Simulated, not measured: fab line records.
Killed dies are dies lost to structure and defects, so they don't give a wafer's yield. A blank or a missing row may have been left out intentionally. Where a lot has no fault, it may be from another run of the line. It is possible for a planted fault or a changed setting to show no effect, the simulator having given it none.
A struck lot beside a sound one    flow sky130    16 out of 708 route steps
Sound: these wafers, L716.1, L716.3, L716.4. Struck: wafers L722.3, L722.5 (left out: L722.1, a lot-mate that was not struck); the cause follows at the end.
Each step with rows lists, per side, the tool, then ch with its chambers, then its first start. Under that, the readings that differ: sound wafers    struck wafers    difference of the means    sigmas: that difference in standard deviations of wafers without a fault.
alike: same words and numbers on both sides, and readings whose means sit less than 2 such deviations apart. not compared: any withheld reading, any reading some wafer has no value for, any bound like >300 that may hide the same value, and any number with overlapping values for which the record gives no deviation.
The two part at a step that has a row with sigmas, a row that says differs or no value, or rows on one side only. Numbers that have no deviation but don't overlap get no sigmas and don't part them. A reading that every wafer of one side lacks parts them only if that side has two wafers or more.

SKY_SD_N_OVL_MEAS_08:
  sound on overlay-02 at day 30 20:19; struck on overlay-02 at day 33 00:58
  alike: SD_N_OVL
then, 2 steps without rows for these wafers: SKY_SD_N_IMPLANT_09; SKY_SD_N_IMPLANT_10.
SKY_SD_N_STRIP_11: strips in O2/N2.
  sound on plasma_asher-04 ch 0,1, day 30 20:39; struck on plasma_asher-04 ch 0,1, day 33 01:18
  alike: drypump_motor_current_A, oes_product_au, strip_time_to_endpoint_s
  not compared: rf_hours_counter_h
SKY_SD_N_TW_MEAS_12:
  sound on film_metro-03 at day 30 20:45; struck on film_metro-03 at day 33 01:24
  alike: SD_N_TW
then, 1 step without rows for these wafers: SKY_SD_N_CLEAN_13 (cleans in SC1/SC2, time 150 s).
SKY_SD_N_RTA_14: time 2 s.
  sound on rtp_anneal-01 ch 0, day 30 20:52; struck on rtp_anneal-01 ch 0, day 33 01:31
  alike: lamp_power_pct, wafer_temp_C_max
SKY_SD_N_RS_MEAS_16: uses a four-point probe to measure.
  sound on film_metro-04 at day 30 21:02; struck on film_metro-02 at day 33 01:41
  alike: SD_N_RS
SKY_SD_N_RS_MEAS_17: uses a four-point probe to measure.
  sound on film_metro-04 at day 30 21:10; struck on film_metro-02 at day 33 01:49
  alike: SD_P_RS
SKY_SD_N_RS_MEAS_18: uses a four-point probe to measure.
  sound on film_metro-04 at day 30 21:17; struck on film_metro-02 at day 33 01:56
  alike: RES_XHIGH_RS
then, 1 step without rows for these wafers: SKY_SALICIDE_CLEAN_00 (cleans in HF-last, time 30 s).
SKY_LI_CONTACT_HDPCVD_00: deposits PSG, target thk 930 nm, time 155 s.
  sound on hdpcvd-02 ch 1,2, day 30 21:25; struck on hdpcvd-02 ch 1, day 33 02:04
reading                                        sound              struck       difference  sigmas
run_length_s (s)                               183.3 182.3 182.0  197.2 196.1  +14.1       +31
model.PSG_of_LI_CONTACT_HDPCVD_00.thk_nm (nm)  920 922.8 919.9    998.1 1013   +84.6       
SKY_LI_CONTACT_THK_MEAS_01:
  sound on film_metro-02 at day 30 21:31; struck on film_metro-03 at day 33 02:24
reading                     sound        struck    difference  sigmas
LI_CONTACT_HDPCVD_THK (nm)  920 923 920  998 1013  +84         +11
  not compared: hold
SKY_LI_CONTACT_CMP_02: polishes PSG.
  sound on cmp-01 ch 0,1,2, day 30 21:35; struck on cmp-01 ch 2, day 33 05:54
reading  sound  struck                                             difference                    sigmas
hold     - - -  await_dispo/3.3h/release await_dispo/3.3h/release  no value on the sound wafers  
  alike: motor_current_A, time_to_endpoint_s
SKY_LI_CONTACT_BOW_MEAS_03:
  sound on film_metro-04 at day 30 21:53; struck on film_metro-04 at day 33 06:11
  alike: LI_CONTACT_BOW
-- record jumps: 16 days separate the struck wafers' starts on either side; left off in module LI_CONTACT, taken up again in module PAD_OPEN, whose first shown step is the route's number 708 --
SKY_PAD_OPEN_PROBE_99:
  the record has rows for the struck wafers here (prober-02, day 49 11:43) and none for the sound ones

== WHERE THEY PART ==
Last at SKY_PAD_OPEN_PROBE_99 as far as this record goes, first at SKY_LI_CONTACT_HDPCVD_00.

WHY: the cause the simulator had injected
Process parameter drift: hdpcvd-02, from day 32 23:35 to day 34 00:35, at SKY_LI_CONTACT_HDPCVD_00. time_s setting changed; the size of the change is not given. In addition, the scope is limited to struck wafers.
